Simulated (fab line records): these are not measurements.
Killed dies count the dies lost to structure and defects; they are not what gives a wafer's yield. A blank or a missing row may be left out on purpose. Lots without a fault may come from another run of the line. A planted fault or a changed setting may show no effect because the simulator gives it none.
Which tool did it? / flow gf180mcu / 12 lots with 36 wafers sampled at 5 steps, on a route of 602 steps

== WHAT THE GAUGES SHOWED, per wafer ==
GF_V3_RS_MEAS_24: measurement is done with a four-point probe.
lot=L290; measured=day 22 07:38; on=film_metro-01; V3_W_RS (ohm/sq)=0.3335 0.3300 0.3304
lot=L291; measured=day 22 15:36; on=film_metro-01; V3_W_RS (ohm/sq)=0.3316 0.3312 0.3312
lot=L292; measured=day 22 21:25; on=film_metro-01; V3_W_RS (ohm/sq)=0.3328 0.3322 0.3318
lot=L293; measured=day 23 12:24; on=film_metro-03; V3_W_RS (ohm/sq)=0.3349 0.3285 0.3320
lot=L300; measured=day 25 20:38; on=film_metro-03; V3_W_RS (ohm/sq)=0.3275 0.3299 0.4088
lot=L301; measured=day 26 05:52; on=film_metro-04; V3_W_RS (ohm/sq)=0.4051 0.4029 0.3997
lot=L305; measured=day 27 13:26; on=film_metro-04; V3_W_RS (ohm/sq)=0.3259 0.3247 0.3247
lot=L306; measured=day 27 20:26; on=film_metro-01; V3_W_RS (ohm/sq)=0.3260 0.3264 0.3273
lot=L307; measured=day 28 01:11; on=film_metro-03; V3_W_RS (ohm/sq)=0.3263 0.3262 0.3242
lot=L310; measured=day 29 02:48; on=film_metro-04; V3_W_RS (ohm/sq)=0.3263 0.3272 0.3302
lot=L311; measured=day 29 07:47; on=film_metro-04; V3_W_RS (ohm/sq)=0.3281 0.3272 0.3299
lot=L312; measured=day 29 12:22; on=film_metro-04; V3_W_RS (ohm/sq)=0.3256 0.3240 0.3236

GF_V3_THK_MEAS_25: measures by xrf.
lot=L290; measured=day 22 07:45; on=film_metro-01; V3_W_THK (nm)=342 348 346
lot=L291; measured=day 22 15:43; on=film_metro-01; V3_W_THK (nm)=348 348 346
lot=L292; measured=day 22 21:32; on=film_metro-01; V3_W_THK (nm)=348 344 347
lot=L293; measured=day 23 12:31; on=film_metro-03; V3_W_THK (nm)=355 360 357
lot=L300; measured=day 25 20:45; on=film_metro-03; V3_W_THK (nm)=360 360 300
lot=L301; measured=day 26 05:59; on=film_metro-04; V3_W_THK (nm)=292 293 294
lot=L305; measured=day 27 13:33; on=film_metro-04; V3_W_THK (nm)=349 349 349
lot=L306; measured=day 27 20:32; on=film_metro-01; V3_W_THK (nm)=352 352 351
lot=L307; measured=day 28 01:19; on=film_metro-03; V3_W_THK (nm)=357 357 359
lot=L310; measured=day 29 02:55; on=film_metro-04; V3_W_THK (nm)=346 345 343
lot=L311; measured=day 29 07:54; on=film_metro-04; V3_W_THK (nm)=344 345 343
lot=L312; measured=day 29 12:29; on=film_metro-04; V3_W_THK (nm)=346 348 349

== EACH LOT AND THE TOOL THAT RAN IT (in order: tool; ch and the chambers of the sampled wafers; start) ==
lot=L290; GF_V3_CMP_04=cmp-02 ch 1,2,3, day 21 06:17; GF_V3_ETCH_17=rie_diel-01 ch 0,1,2, day 22 07:31 or earlier; GF_V3_CVD_23=cvd_w-01 ch 0,1, day 22 07:31
lot=L291; GF_V3_CMP_04=cmp-01 ch 0,2, day 21 14:28; GF_V3_ETCH_17=rie_diel-02 ch 1,3, day 22 15:28 or earlier; GF_V3_CVD_23=cvd_w-01 ch 0,1, day 22 15:28
lot=L292; GF_V3_CMP_04=cmp-02 ch 0,2,3, day 21 20:59; GF_V3_ETCH_17=rie_diel-02 ch 0,2,3, day 22 21:18 or earlier; GF_V3_CVD_23=cvd_w-01 ch 0,1, day 22 21:18
lot=L293; GF_V3_CMP_04=cmp-01 ch 0,1,3, day 22 12:08; GF_V3_ETCH_17=rie_diel-01 ch 1,3, day 23 12:16 or earlier; GF_V3_CVD_23=cvd_w-02 ch 0,1, day 23 12:16
lot=L300; GF_V3_CMP_04=cmp-02 ch 1,2,3, day 24 21:46; GF_V3_ETCH_17=rie_diel-04 ch 0,2,3, day 25 20:31 or earlier; GF_V3_CVD_23=cvd_w-01 ch 0,1, day 25 20:31
lot=L301; GF_V3_CMP_04=cmp-02 ch 1,2,3, day 25 07:19; GF_V3_ETCH_17=rie_diel-01 ch 0,3, day 26 05:44 or earlier; GF_V3_CVD_23=cvd_w-01 ch 1, day 26 05:44
lot=L305; GF_V3_CMP_04=cmp-01 ch 1,3, day 26 15:52; GF_V3_ETCH_17=rie_diel-02 ch 1,3, day 27 13:19 or earlier; GF_V3_CVD_23=cvd_w-02 ch 0, day 27 13:19
lot=L306; GF_V3_CMP_04=cmp-02 ch 0,1,3, day 26 23:22; GF_V3_ETCH_17=rie_diel-01 ch 1,2, day 27 20:17 or earlier; GF_V3_CVD_23=cvd_w-02 ch 0,1, day 27 20:17
lot=L307; GF_V3_CMP_04=cmp-02 ch 0,2,3, day 27 04:23; GF_V3_ETCH_17=rie_diel-01 ch 0,2, day 28 01:05 or earlier; GF_V3_CVD_23=cvd_w-02 ch 0,1, day 28 01:05
lot=L310; GF_V3_CMP_04=cmp-02 ch 1,2,3, day 28 06:23; GF_V3_ETCH_17=rie_diel-04 ch 0,1,3, day 29 02:40 or earlier; GF_V3_CVD_23=cvd_w-02 ch 0,1, day 29 02:40
lot=L311; GF_V3_CMP_04=cmp-01 ch 0,2, day 28 11:34; GF_V3_ETCH_17=rie_diel-01 ch 0,1,3, day 29 07:40 or earlier; GF_V3_CVD_23=cvd_w-02 ch 0,1, day 29 07:40
lot=L312; GF_V3_CMP_04=cmp-02 ch 0,1,2, day 28 15:59; GF_V3_ETCH_17=rie_diel-02 ch 0,1,2, day 29 12:15 or earlier; GF_V3_CVD_23=cvd_w-02 ch 0,1, day 29 12:15
- GF_V3_CMP_04: polishes SiO2.
- GF_V3_ETCH_17: etches SiO2 in C4F8/O2/Ar, stops on TiN, target depth 635 nm.
- GF_V3_CVD_23: deposits W, target thk 350 nm, time 104.9 s.

== AS READ BY THE TOOLS THEMSELVES (means over the sampled wafers that have a number; for cases with no such wafer, the mark the record gives instead) ==
GF_V3_CMP_04.
lot=L290; tool=cmp-02; motor_current_A (A)=12.3; time_to_endpoint_s (s)=80
lot=L291; tool=cmp-01; motor_current_A (A)=11.7; time_to_endpoint_s (s)=78
lot=L292; tool=cmp-02; motor_current_A (A)=12.3; time_to_endpoint_s (s)=77
lot=L293; tool=cmp-01; motor_current_A (A)=11.4; time_to_endpoint_s (s)=79
lot=L300; tool=cmp-02; motor_current_A (A)=11.9; time_to_endpoint_s (s)=75
lot=L301; tool=cmp-02; motor_current_A (A)=11.7; time_to_endpoint_s (s)=73
lot=L305; tool=cmp-01; motor_current_A (A)=11.4; time_to_endpoint_s (s)=84
lot=L306; tool=cmp-02; motor_current_A (A)=10.9; time_to_endpoint_s (s)=75
lot=L307; tool=cmp-02; motor_current_A (A)=11.7; time_to_endpoint_s (s)=76
lot=L310; tool=cmp-02; motor_current_A (A)=11.7; time_to_endpoint_s (s)=76
lot=L311; tool=cmp-01; motor_current_A (A)=12.3; time_to_endpoint_s (s)=81
lot=L312; tool=cmp-02; motor_current_A (A)=11.5; time_to_endpoint_s (s)=79

GF_V3_ETCH_17.
lot=L290; tool=rie_diel-01; oes_product_au (a.u.)=0.852
lot=L291; tool=rie_diel-02; oes_product_au (a.u.)=0.856
lot=L292; tool=rie_diel-02; oes_product_au (a.u.)=0.853
lot=L293; tool=rie_diel-01; oes_product_au (a.u.)=0.856
lot=L300; tool=rie_diel-04; oes_product_au (a.u.)=0.855
lot=L301; tool=rie_diel-01; oes_product_au (a.u.)=0.858
lot=L305; tool=rie_diel-02; oes_product_au (a.u.)=0.852
lot=L306; tool=rie_diel-01; oes_product_au (a.u.)=0.858
lot=L307; tool=rie_diel-01; oes_product_au (a.u.)=0.859
lot=L310; tool=rie_diel-04; oes_product_au (a.u.)=0.855
lot=L311; tool=rie_diel-01; oes_product_au (a.u.)=0.861
lot=L312; tool=rie_diel-02; oes_product_au (a.u.)=0.856

GF_V3_CVD_23.
lot=L290; tool=cvd_w-01; heater_power_w (W)=796
lot=L291; tool=cvd_w-01; heater_power_w (W)=838
lot=L292; tool=cvd_w-01; heater_power_w (W)=790
lot=L293; tool=cvd_w-02; heater_power_w (W)=816
lot=L300; tool=cvd_w-01; heater_power_w (W)=795
lot=L301; tool=cvd_w-01; heater_power_w (W)=859
lot=L305; tool=cvd_w-02; heater_power_w (W)=811
lot=L306; tool=cvd_w-02; heater_power_w (W)=822
lot=L307; tool=cvd_w-02; heater_power_w (W)=822
lot=L310; tool=cvd_w-02; heater_power_w (W)=818
lot=L311; tool=cvd_w-02; heater_power_w (W)=839
lot=L312; tool=cvd_w-02; heater_power_w (W)=829

== THE ANSWER, worked out from the rows above alone ==
Rule: what is usual is taken from the lots themselves. Put in order of their means at a reading, lots are off if they are a third of the lots or fewer, leave a main group of 4 or more, and stand apart from it by a gap of 3 or more times the standard deviation of the main group's means; of several such gaps the widest counts. If all means in a main group match to the digits the tables above print for the reading, that group is not used. A lot without any number at a reading at which 4 lots or more have one is off too. The other lots that the step has rows for count as sound. First the gauges in route order, then the tools' own readings, where a lot's mean is used as printed above. The first step at which some lot is off is used, and at that step the reading that is off furthest; a lot without a number counts as furthest.
Off: L300, L301, at GF_V3_RS_MEAS_24 (V3_W_RS). For the main group the mean is 0.3285 ohm/sq and the standard deviation 0.0029.
If a tool, at a process step before that reading, ran all the lots that are off and no sound lot after the first of them, it fits. The gauges at GF_V3_RS_MEAS_24 are tried like those tools. GF_V3_ETCH_17 gives no start for some lots, so the hours and the order of its lots are those of GF_V3_CVD_23. One fits: cvd_w-01 at GF_V3_CVD_23. Its last sound lot is L292 (day 22 21:18), its first lot that is off L300 (day 25 20:31): a fault that began between those two fits.

== WHAT THE SIMULATOR HAD INSERTED ==
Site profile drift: cvd_w-01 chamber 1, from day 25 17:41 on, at GF_V3_CVD_23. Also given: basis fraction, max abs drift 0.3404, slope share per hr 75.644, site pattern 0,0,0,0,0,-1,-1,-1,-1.
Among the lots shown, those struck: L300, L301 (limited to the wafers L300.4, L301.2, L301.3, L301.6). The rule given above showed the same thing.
